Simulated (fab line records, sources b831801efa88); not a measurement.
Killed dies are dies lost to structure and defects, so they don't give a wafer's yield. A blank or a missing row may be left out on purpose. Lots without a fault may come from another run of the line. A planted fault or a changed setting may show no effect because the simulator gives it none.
A struck lot beside a sound one | flow sky130 | 23 steps out of a route of 708
Sound: wafers L558.3, L558.4, L558.5. Struck: wafer L564.4. (L564.2, L564.3 of the same lot were not struck and are left out.) The cause comes at the end.
At each step with rows: each side's tool, then ch and its chambers, then its first start. Under that, the readings that differ: sound wafers | struck wafers | difference of the means | sigmas: that difference in standard deviations of wafers without a fault.
alike: readings whose means differ by less than 2 such deviations, and words and numbers that are the same on both sides. not compared: withheld readings, readings that some wafer has no value for, bounds like >300 that may hide the same value, and numbers for which the record gives no deviation and whose values overlap.
The two part at a step that has a row with sigmas, a row that says differs or no value, or rows on one side only. Numbers that don't overlap but have no deviation are shown without sigmas and don't part them. A reading that every wafer of one side lacks parts them only if that side has two wafers or more.

first, 1 step without rows for these wafers: SKY_CAP2M_DEVELOP_11 (develop time 60 s).
SKY_CAP2M_OVL_MEAS_12:
  sound on overlay-02, day 42 03:10; struck on overlay-01, day 43 21:52
  alike: CAP2M_OVL
SKY_CAP2M_METAL_ETCH_13: etches TiN in Cl2/BCl3, stops on SiO2, target depth 220 nm, time 62.9 s.
  sound on rie_metal-04 ch 0,1, day 42 03:13; struck on rie_metal-04 ch 0, day 43 21:53
  alike: drypump_motor_current_A, oes_product_au, rf_fwd_power_W, throttle_valve_pct
  not compared: rf_hours_counter_h
SKY_CAP2M_STRIP_14: strips in O2/N2.
  sound on plasma_asher-03 ch 0,1, day 42 03:19; struck on plasma_asher-01 ch 0, day 43 21:58
  alike: drypump_motor_current_A, n2_flow_sccm, oes_product_au, strip_time_to_endpoint_s
  not compared: rf_hours_counter_h
then, 8 steps without rows for these wafers: SKY_CAP2M_STRIP_15 (strips in post etch residue remover, time 1200 s); SKY_CAP2M_CLEAN_16 (cleans in IPA, time 180 s); SKY_CAP2M_CLEAN_17 (cleans in O3/DIW); SKY_METAL4_DEHYDRATE_05 (time 60 s); SKY_METAL4_HMDS_06 (prime time 60 s); SKY_METAL4_COAT_07 (resist thk 60 nm); SKY_METAL4_COAT_08 (resist thk 1140 nm); SKY_METAL4_SOFTBAKE_09 (time 90 s).
SKY_METAL4_EXPOSE_10: exposes mask MM4, target cd 300 nm.
  sound on krf_scanner-01 ch 0, day 42 15:34; struck on krf_scanner-01 ch 0, day 44 09:31
  alike: mask, exposure_dose_mJ_cm2
then, 2 steps without rows for these wafers: SKY_METAL4_PEB_11; SKY_METAL4_DEVELOP_12 (develop time 60 s).
SKY_METAL4_CD_MEAS_13: target cd 300 nm.
  sound on cd_sem-01, day 43 03:14; struck on cd_sem-01, day 44 20:22
  reading    | sound             | struck | difference | sigmas
  cd_nm (nm) | 304.0 304.3 304.4 | 267.5  | -36.7      | -23
SKY_METAL4_OVL_MEAS_14:
  sound on overlay-01, day 43 03:20; struck on overlay-02, day 44 20:28
  alike: METAL4_OVL
SKY_METAL4_DESCUM_15: chemistry O2, time 8 s.
  sound on rie_metal-04 ch 0,1, day 43 03:22; struck on rie_metal-04 ch 0, day 44 20:30
  reading                 | sound             | struck | difference | sigmas
  model.METAL4.cd_nm (nm) | 304.2 304.8 304.9 | 268    | -37        |
  alike: drypump_motor_current_A, oes_product_au, rf_fwd_power_W
  not compared: rf_hours_counter_h
SKY_METAL4_ETCH_16: etches BARC in N2/H2, stops on SiO2, time 88.2 s, target depth 60 nm.
  sound on rie_metal-04 ch 0,1, day 43 03:25; struck on rie_metal-04 ch 0, day 44 20:32
  alike: drypump_motor_current_A, n2_flow_sccm, oes_product_au, rf_fwd_power_W, throttle_valve_pct
  not compared: rf_hours_counter_h
SKY_METAL4_ETCH_17: etches SiO2 in C4F8/O2/Ar, stops on TiN, time 3.9 s, target depth 15 nm.
  sound on rie_diel-02 ch 0,1,3, day 43 03:29; struck on rie_diel-01 ch 0, day 44 20:38
  alike: oes_product_au, rf_fwd_power_W
  not compared: rf_hours_counter_h
SKY_METAL4_METAL_ETCH_18: etches the open film in Cl2/BCl3, stops on SiO2, target depth 845 nm, time 183.1 s.
  sound on rie_metal-01 ch 0,1, day 43 03:34; struck on rie_metal-01 ch 1, day 44 20:39
  reading                 | sound             | struck | difference | sigmas
  rf_fwd_power_W (W)      | 896 899 904       | 892    | -8         | -2
  model.METAL4.cd_nm (nm) | 305.7 312.6 311.9 | 266.3  | -43.8      |
  alike: drypump_motor_current_A, oes_product_au, throttle_valve_pct
  not compared: rf_hours_counter_h
SKY_METAL4_STRIP_19: strips in O2/N2.
  sound on plasma_asher-04 ch 0,1, day 43 03:43; struck on plasma_asher-02 ch 0, day 44 20:50
  reading                     | sound       | struck | difference | sigmas
  drypump_motor_current_A (A) | 5.7 5.1 5.1 | 6.3    | +1.0       | +2
  alike: n2_flow_sccm, oes_product_au, strip_time_to_endpoint_s
  not compared: rf_hours_counter_h
-- the record jumps here: 4 days lie between the struck wafers' starts before and after (it left off in module METAL4 and takes up again in module PAD_OPEN, whose first step shown is number 708 of the route) --
SKY_PAD_OPEN_PROBE_99:
  sound on prober-01, day 47 01:00; struck on prober-02, day 48 12:00
  reading                        | sound               | struck | difference | sigmas
  sort_bin_6_memory (%)          | 6.3 6.5 8.1         | 4.5    | -2.5       | -2
  model.etest.met4.width_nm (nm) | 306.9 312.4 311.7   | 266.1  | -44.2      |
  model.etest.met4.line_ohm_um   | 0.1381 0.136 0.1351 | 0.1604 | +0.0240    |
  alike: defect_limited_yield, killed_at_M0_to_M3, killed_at_M4_up, killed_at_contacts, killed_at_front_end, killed_at_other, killed_dies, killed_on_rim, killed_open, killed_short, sort_bin_3_pad_short, sort_bin_5_function, sort_n_pass, sort_yield_pct

WHERE THEY PART
First at SKY_METAL4_CD_MEAS_13; last, within this record, at SKY_PAD_OPEN_PROBE_99.

WHY: what the simulator had put in
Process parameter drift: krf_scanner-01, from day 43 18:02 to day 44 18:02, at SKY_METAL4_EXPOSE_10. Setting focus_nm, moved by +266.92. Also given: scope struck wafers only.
